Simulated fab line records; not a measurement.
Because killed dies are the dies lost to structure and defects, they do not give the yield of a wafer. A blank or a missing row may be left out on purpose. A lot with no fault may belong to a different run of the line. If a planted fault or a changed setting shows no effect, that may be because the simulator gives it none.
fab line records	flow sky130
record lots=10	wafers=30	lastDay=50
route steps=708 shown VIA2@520 CAPM@539 PAD_OPEN@708
lots with no fault: from the same line, run without faults
startH: hours from the record's opening day to when the first of the lot's shown wafers began	waitH: hours elapsed since this lot's preceding step	" repeats the value in the row above	L1.1+2: one row covering several wafers at once	- either no value or no given start	* or withheld: withheld	< > ~ a bound
route shown NAME@n: names a module that has steps shown in the file, with the first one's number in the route	usual: mean/standard deviation of fault-free wafers	same: alike in all rows	chamber/n: place in a boat	sites: each site's reading	_std_site: how widely they spread, as a standard deviation	_edge_site: outer sites' mean less inner sites'	radiusMm: how far each site lies from the wafer's centre	mask NAME#n: copy n	behind: the most recent tool/chamber to have shaped the wafer	hold: why the lot was held/for how many hours/how that ended	device: which transistor (n, p or np) failed to switch	end of line: at the end of the route, the tests of the same wafers	where a step has no rows: the recipe by itself	killed: not the wafer's yield, but the dies lost to structure and defects at the first sort	map: a wafer's dies, x killed, . not, _ none there
set.NAME: the setting as run; set.NAME@STEP: as run at that earlier step	model.NAME: the simulator's own value behind a step, which no gauge read
a sample of lots followed through the steps of the route, with each step as a table and each wafer as a row
services: when a tool's chamber went out of use (startH, in hours from the record's first day, below 0 if earlier), for how many hours, and the reason
## steps
# step SKY_VIA2_OVL_MEAS_13
# usual VIA2_OVL=0/4.9
lot.wafer	tool	chamber	startH	waitH	VIA2_OVL[nm]
L189.1	overlay-01	-	840.28	0.1	3
L189.2	"	-	"	"	-2
L189.5	"	-	"	"	0
L190.1	overlay-01	-	860.37	0.1	8
L190.2	"	-	"	"	5
L190.3	"	-	"	"	3
L191.1	overlay-01	-	865.18	0.1	5
L191.2	"	-	"	"	0
L191.4	"	-	"	"	2
L192.3	overlay-01	-	868.55	0.1	4
L192.5	"	-	"	"	1
L192.6	"	-	"	"	-4
L194.2	overlay-02	-	880.31	0.1	0
L194.4	"	-	"	"	5
L194.5	"	-	"	"	4
L195.2	overlay-01	-	905.79	0.1	2
L195.4	"	-	"	"	3
L195.5	"	-	"	"	-3
L196.1	overlay-02	-	908.73	0.1	3
L196.3	"	-	"	"	3
L196.6	"	-	"	"	-6
L206.1	overlay-02	-	973.28	0.1	4
L206.2	"	-	"	"	9
L206.4	"	-	"	"	9
L210.2	overlay-02	-	991.53	0.1	-2
L210.3	"	-	"	"	-5
L210.6	"	-	"	"	-2
L212.2	overlay-02	-	1017.69	0.1	-11
L212.3	"	-	"	"	-8
L212.5	"	-	"	"	-8
# step SKY_VIA2_ETCH_15
# recipe target=SiO2	chemistry=C4F8/O2/Ar	targetDepthNm=546	stopOn=TiN	maskMaterial=KrF-thick	sourceW=1500	biasW=1200	pressureMtorr=40	c4f8FlowSccm=withheld	O2_flow_sccm=6	Ar_flow_sccm=300	timeS=84
# usual oesProductAu=0.940/0.0046
lot.wafer	tool	chamber	startH	waitH	oesProductAu	rfHoursCounterH
L189.1	rieDiel-04	1	840.36	0.0	0.937	15
L189.2	"	2	"	"	0.938	8
L189.5	"	2	"	"	0.936	-
L190.1	rieDiel-03	3	860.45	0.0	0.945	16
L190.2	"	0	"	"	0.937	15
L190.3	"	2	"	"	0.947	13
L191.1	rieDiel-03	2	865.26	0.0	0.939	14
L191.2	"	3	"	"	0.938	16
L191.4	"	0	"	"	0.947	-
L192.3	rieDiel-04	2	868.61	0.0	0.938	9
L192.5	"	2	"	"	0.935	-
L192.6	"	3	"	"	0.942	-
L194.2	rieDiel-03	3	880.40	0.0	0.937	17
L194.4	"	0	"	"	0.937	-
L194.5	"	0	"	"	0.943	-
L195.2	rieDiel-02	3	905.86	0.0	0.933	2
L195.4	"	3	"	"	0.949	-
L195.5	"	0	"	"	0.944	-
L196.1	rieDiel-02	3	908.81	0.0	0.952	2
L196.3	"	0	"	"	0.938	22
L196.6	"	0	"	"	0.944	-
L206.1	rieDiel-04	0	973.36	0.0	0.938	5
L206.2	"	1	"	"	0.936	20
L206.4	"	2	"	"	0.945	12
L210.2	rieDiel-03	3	991.60	0.0	0.943	21
L210.3	"	2	"	"	0.937	17
L210.6	"	2	"	"	0.933	-
L212.2	rieDiel-02	0	1017.76	0.0	0.937	0
L212.3	"	2	"	"	0.931	18
L212.5	"	2	"	"	0.943	-
# step SKY_VIA2_STRIP_16
# recipe chemistry=O2/N2	powerW=1400	pressureMtorr=1500	platenTempC=withheld	o2FlowSccm=3000	n2FlowSccm=300	overashFraction=0.5
# usual drypumpMotorCurrentA=5.6/0.39	oesProductAu=0.397/0.0047	stripTimeToEndpointS=4.04/0.034
lot.wafer	tool	chamber	startH	waitH	drypumpMotorCurrentA	oesProductAu	rfHoursCounterH	stripTimeToEndpointS
L189.1	plasmaAsher-02	1	840.42	0.0	5.4	0.400	40	4.03
L189.2	"	0	"	"	6.2	0.403	40	4.07
L189.5	"	1	"	"	5.5	0.399	-	4.07
L190.1	plasmaAsher-03	0	860.51	0.0	4.9	0.403	101	4.08
L190.2	"	1	"	"	5.8	0.396	101	4.09
L190.3	"	0	"	"	5.0	0.409	-	4.10
L191.1	plasmaAsher-02	1	865.32	0.0	5.4	0.387	43	4.00
L191.2	"	0	"	"	6.2	0.394	43	4.01
L191.4	"	1	"	"	5.5	0.391	-	4.07
L192.3	plasmaAsher-04	1	868.71	0.1	5.3	0.399	-	4.08
L192.5	"	1	"	"	5.3	0.400	-	4.06
L192.6	"	0	"	"	5.8	0.399	-	4.05
L194.2	plasmaAsher-04	1	880.50	0.1	5.4	0.401	74	4.02
L194.4	"	1	"	"	5.3	0.395	-	4.09
L194.5	"	0	"	"	5.8	0.399	-	4.09
L195.2	plasmaAsher-03	1	905.92	0.0	5.8	0.389	106	4.02
L195.4	"	0	"	"	5.0	0.404	-	4.03
L195.5	"	0	"	"	5.0	0.394	-	4.06
L196.1	plasmaAsher-04	0	908.87	0.0	5.8	0.392	76	4.04
L196.3	"	1	"	"	5.3	0.395	-	4.07
L196.6	"	1	"	"	5.3	0.404	-	4.09
L206.1	plasmaAsher-04	1	973.42	0.0	5.3	0.402	83	3.99
L206.2	"	0	"	"	5.8	0.397	83	4.00
L206.4	"	0	"	"	5.8	0.396	-	4.04
L210.2	plasmaAsher-04	1	991.66	0.0	5.3	0.400	85	4.03
L210.3	"	0	"	"	5.8	0.396	-	4.05
L210.6	"	0	"	"	5.8	0.391	-	4.04
L212.2	plasmaAsher-02	0	1017.82	0.0	6.2	0.388	58	4.03
L212.3	"	0	"	"	6.2	0.394	-	4.00
L212.5	"	0	"	"	6.2	0.389	-	3.99
# step SKY_CAPM_SPUTTER_02
# recipe material=TiN	targetThkNm=200	tempC=300	powerW=6500	timeS=166.7	chamberPressurePa=0.4
# usual chamberPressurePa=0.4001/0.00088	throttleValvePct=29.8/1.3
lot.wafer	tool	chamber	startH	waitH	chamberPressurePa	throttleValvePct
L189.1	pvdSputter-03	-	841.95	0.1	0.4012	29.8
L189.2	"	-	"	"	0.4002	30.9
L189.5	"	-	"	"	0.4010	31.2
L190.1	pvdSputter-04	-	862.02	0.1	0.4006	28.5
L190.2	"	-	"	"	0.4007	31.8
L190.3	"	-	"	"	0.3992	28.7
L191.1	pvdSputter-03	-	866.83	0.1	0.3996	31.4
L191.2	"	-	"	"	0.4008	30.9
L191.4	"	-	"	"	0.4014	29.6
L192.3	pvdSputter-03	-	870.23	0.0	0.4006	29.5
L192.5	"	-	"	"	0.4008	31.1
L192.6	"	-	"	"	0.4007	30.7
L194.2	pvdSputter-01	-	882.01	0.0	0.4010	31.4
L194.4	"	-	"	"	0.3998	29.8
L194.5	"	-	"	"	0.4002	28.2
L195.2	pvdSputter-04	-	907.42	0.0	0.4000	31.7
L195.4	"	-	"	"	0.4001	28.6
L195.5	"	-	"	"	0.4002	31.7
L196.1	pvdSputter-03	-	910.44	0.1	0.4001	28.2
L196.3	"	-	"	"	0.4005	30.0
L196.6	"	-	"	"	0.3992	29.5
L206.1	pvdSputter-03	-	975.00	0.1	0.3986	31.2
L206.2	"	-	"	"	0.4005	28.4
L206.4	"	-	"	"	0.3993	31.4
L210.2	pvdSputter-03	-	993.38	0.0	0.3986	28.1
L210.3	"	-	"	"	0.4003	29.7
L210.6	"	-	"	"	0.3999	29.7
L212.2	pvdSputter-04	-	1019.32	0.0	0.3993	28.6
L212.3	"	-	"	"	0.4007	28.7
L212.5	"	-	"	"	0.4006	28.4
# step SKY_CAPM_RS_MEAS_03
# recipe thkMeasGauge=four-point-probe	reads=TiN_of_CAPM_SPUTTER_02
# usual CAPM_TIN_RS=6.93/0.084
lot.wafer	tool	chamber	startH	waitH	CAPM_TIN_RS[ohm/sq]
L189.1	filmMetro-04	-	842.06	0.1	6.83
L189.2	"	-	"	"	6.93
L189.5	"	-	"	"	6.90
L190.1	filmMetro-01	-	862.13	0.1	7.02
L190.2	"	-	"	"	6.91
L190.3	"	-	"	"	6.90
L191.1	filmMetro-03	-	866.93	0.1	6.99
L191.2	"	-	"	"	7.06
L191.4	"	-	"	"	7.06
L192.3	filmMetro-03	-	870.38	0.1	7.05
L192.5	"	-	"	"	7.02
L192.6	"	-	"	"	7.02
L194.2	filmMetro-03	-	882.14	0.1	6.73
L194.4	"	-	"	"	6.77
L194.5	"	-	"	"	6.86
L195.2	filmMetro-04	-	907.55	0.1	6.90
L195.4	"	-	"	"	6.90
L195.5	"	-	"	"	6.92
L196.1	filmMetro-01	-	910.55	0.1	6.93
L196.3	"	-	"	"	6.94
L196.6	"	-	"	"	6.97
L206.1	filmMetro-03	-	975.11	0.1	7.02
L206.2	"	-	"	"	6.98
L206.4	"	-	"	"	7.53
L210.2	filmMetro-04	-	993.51	0.1	6.93
L210.3	"	-	"	"	7.04
L210.6	"	-	"	"	7.54
L212.2	filmMetro-03	-	1019.45	0.1	6.91
L212.3	"	-	"	"	6.84
L212.5	"	-	"	"	6.93
# step SKY_CAPM_THK_MEAS_04
# recipe thkMeasGauge=xrf	reads=TiN_of_CAPM_SPUTTER_02
# usual CAPM_TIN_THK=194.8/2.5
lot.wafer	tool	chamber	startH	waitH	CAPM_TIN_THK[nm]
L189.1	filmMetro-04	-	842.18	0.1	198.0
L189.2	"	-	"	"	195.7
L189.5	"	-	"	"	196.2
L190.1	filmMetro-01	-	862.25	0.1	191.4
L190.2	"	-	"	"	195.5
L190.3	"	-	"	"	195.5
L191.1	filmMetro-03	-	867.05	0.1	193.0
L191.2	"	-	"	"	191.8
L191.4	"	-	"	"	192.2
L192.3	filmMetro-03	-	870.48	0.1	191.3
L192.5	"	-	"	"	191.8
L192.6	"	-	"	"	192.2
L194.2	filmMetro-03	-	882.25	0.1	200.7
L194.4	"	-	"	"	200.1
L194.5	"	-	"	"	197.1
L195.2	filmMetro-04	-	907.66	0.1	197.6
L195.4	"	-	"	"	195.7
L195.5	"	-	"	"	196.6
L196.1	filmMetro-01	-	910.67	0.1	196.2
L196.3	"	-	"	"	194.8
L196.6	"	-	"	"	194.5
L206.1	filmMetro-03	-	975.23	0.1	191.9
L206.2	"	-	"	"	192.7
L206.4	"	-	"	"	178.9
L210.2	filmMetro-04	-	993.62	0.1	194.8
L210.3	"	-	"	"	191.5
L210.6	"	-	"	"	179.9
L212.2	filmMetro-03	-	1019.56	0.1	194.8
L212.3	"	-	"	"	197.2
L212.5	"	-	"	"	193.5
# step SKY_CAPM_METAL_ETCH_13
# recipe targetDepthNm=220	stopOn=SiO2	chemistry=Cl2/BCl3	target=TiN	pressureMtorr=10	icpW=900	biasW=48.5	Cl2_flow_sccm=60	bcl3FlowSccm=30	timeS=62.9
# usual drypumpMotorCurrentA=5.8/0.38	oesProductAu=0.939/0.0082	throttleValvePct=21.903/0.0092
lot.wafer	tool	chamber	startH	waitH	drypumpMotorCurrentA	oesProductAu	rfHoursCounterH	throttleValvePct
L189.1	rieMetal-04	0	868.17	0.0	6.2	0.945	13	21.883
L189.2	"	1	"	"	5.1	0.935	9	21.900
L189.5	"	1	"	"	5.1	0.935	-	21.899
L190.1	rieMetal-01	0	887.17	0.0	5.8	0.932	16	21.901
L190.2	"	1	"	"	5.3	0.943	14	21.889
L190.3	"	1	"	"	5.2	0.934	-	21.891
L191.1	rieMetal-04	1	892.47	0.0	5.1	0.931	10	21.914
L191.2	"	0	"	"	6.2	0.921	14	21.914
L191.4	"	1	"	"	5.1	0.933	-	21.906
L192.3	rieMetal-01	1	895.80	0.0	5.3	0.920	-	21.904
L192.5	"	0	"	"	5.8	0.931	-	21.892
L192.6	"	1	"	"	5.3	0.928	-	21.907
L194.2	rieMetal-02	0	906.87	0.0	6.1	0.961	6	21.893
L194.4	"	1	"	"	6.1	0.948	-	21.888
L194.5	"	0	"	"	6.0	0.948	-	21.903
L195.2	rieMetal-04	1	931.85	0.0	5.1	0.943	11	21.902
L195.4	"	1	"	"	5.1	0.946	-	21.892
L195.5	"	1	"	"	5.1	0.941	-	21.915
L196.1	rieMetal-02	0	933.55	0.0	6.0	0.932	7	21.892
L196.3	"	1	"	"	6.1	0.938	-	21.901
L196.6	"	0	"	"	6.0	0.934	-	21.900
L206.1	rieMetal-02	0	998.44	0.0	6.0	0.930	10	21.913
L206.2	"	1	"	"	6.1	0.940	5	21.912
L206.4	"	1	"	"	6.1	0.888	-	21.928
L210.2	rieMetal-01	0	1016.57	0.0	5.8	0.945	5	21.917
L210.3	"	0	"	"	5.8	0.938	-	21.894
L210.6	"	0	"	"	5.8	0.906	-	21.923
L212.2	rieMetal-01	0	1041.82	0.0	5.8	0.937	6	21.914
L212.3	"	1	"	"	5.3	0.945	-	21.895
L212.5	"	1	"	"	5.3	0.940	-	21.888
# step SKY_PAD_OPEN_PROBE_99
# usual defectLimitedYield=82.5/1.9	killed_at_M0_to_M3=43/6.8	killed_at_M4_up=3.2/1.8	killedAtContacts=24/6.2	killedAtFrontEnd=15/4.7	killedAtOther=0.4/0.63	killedDies=86/9.6	killedOpen=47/6.9	killedShort=39/6.3	sort_bin_3_pad_short=0.9/0.46	sort_bin_5_function=10.5/1.5	sort_bin_6_memory=6.1/1.1	sortNPass=406/9.6	sortYieldPct=82.5/1.9
# same grossDies=492	killedAtBackSide=0	sort_bin_4_leakage[%]=0	sort_bin_8_speed[%]=0
lot.wafer	tool	chamber	startH	waitH	defectLimitedYield[%]	killed_at_M0_to_M3	killed_at_M4_up	killedAtContacts	killedAtFrontEnd	killedAtOther	killedDies	killedOpen	killedShort	sort_bin_3_pad_short[%]	sort_bin_5_function[%]	sort_bin_6_memory[%]	sortNPass	sortYieldPct[%]
L212.2	prober-01	-	1202.27	0.1	86.4	37	4	20	6	0	67	31	36	1.0	7.7	4.9	425	86.4
L212.3	prober-01	-	1202.32	0.2	87.2	31	3	15	14	0	63	34	27	0.6	6.1	6.1	429	87.2
L212.5	prober-01	-	1202.42	0.2	86.6	36	3	14	13	0	66	35	31	0	9.6	3.9	426	86.6
# killed by level:class
L212.2 VIA1:geometricParticle:open=13 CONTACT:geometricParticle:short=8 CONTACT:geometricParticle:open=6 VIA3:geometricParticle:open=6 VIA1:geometricParticle:short=5 METAL1:geometricParticle:short=4 LI_CONTACT:geometricParticle:short=3 METAL4:geometricParticle:short=3
L212.3 VIA1:geometricParticle:open=10 CONTACT:geometricParticle:open=7 FIELD_ISO:geometricParticle:open=5 LOCAL_INTERCONNECT:geometricParticle:short=4 VIA3:geometricParticle:short=4 VIA3:geometricParticle:open=4 POLY_GATE:geometricParticle:short=3 VIA1:geometricParticle:short=3
L212.5 CONTACT:geometricParticle:open=8 VIA2:geometricParticle:short=6 METAL2:geometricParticle:short=6 POLY_GATE:geometricParticle:open=5 VIA3:geometricParticle:open=5 LI_CONTACT:geometricParticle:open=4 VIA3:geometricParticle:short=4 FIELD_ISO:geometricParticle:open=3
## services
tool	chamber	startH	hours	kind
rieMetal-01	0	832.89	21.3	repair
rieMetal-04	-	835.32	0.7	repair
rieDiel-03	1	852.17	34.2	repair
rieMetal-02	1	863.70	17.8	repair
rieDiel-04	0	866.89	2.3	repair
rieDiel-02	2	867.48	40.0	repair
rieMetal-01	-	870.58	0.6	repair
rieDiel-04	0	870.98	1.5	repair
rieDiel-03	2	873.53	7.4	repair
pvdSputter-04	-	883.74	1.3	repair
rieDiel-04	1	890.73	2.5	repair
plasmaAsher-04	-	895.30	5.5	repair
rieDiel-04	0	900.77	12.4	repair
rieDiel-03	2	911.60	10.3	repair
rieMetal-01	-	935.88	0.3	repair
rieDiel-02	0	939.08	9.1	repair
rieDiel-02	1	945.24	4.0	repair
rieDiel-04	-	949.80	2.8	pm
pvdSputter-03	-	951.90	0.8	repair
pvdSputter-04	-	953.45	2.4	repair
rieMetal-04	-	956.44	1.4	pm
rieDiel-03	0	961.50	7.7	repair
pvdSputter-03	-	964.66	6.2	repair
rieDiel-03	0	1008.67	14.2	repair
## key
firstSign step=SKY_CAPM_RS_MEAS_03	reading=CAPM_TIN_RS	direction=up	sigmas=7.1	usual=6.93	struck=7.53
effect step=SKY_CAPM_THK_MEAS_04	reading=CAPM_TIN_THK	direction=down	sigmas=6.1	usual=194.8	struck=179.4
effect step=SKY_CAPM_METAL_ETCH_13	reading=oesProductAu	direction=down	sigmas=5.1	usual=0.939	struck=0.897
metAt SKY_CAPM_SPUTTER_02
struckLots L206,L210
struckWafers L206.4,L210.6
notActingAt SKY_VIA2_OVL_MEAS_13,SKY_VIA2_ETCH_15,SKY_VIA2_STRIP_16
onsetBetween 910.44 975.00
fault kind=processParameterDrift	tool=pvdSputter-03	chamber=-	onsetH=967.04	steps=SKY_CAPM_SPUTTER_02	channel=targetThkNm	offset=-12.825	shape=step	endH=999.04	scope=struckWafersOnly	actsIn=theseRecipesOnly	stated=200
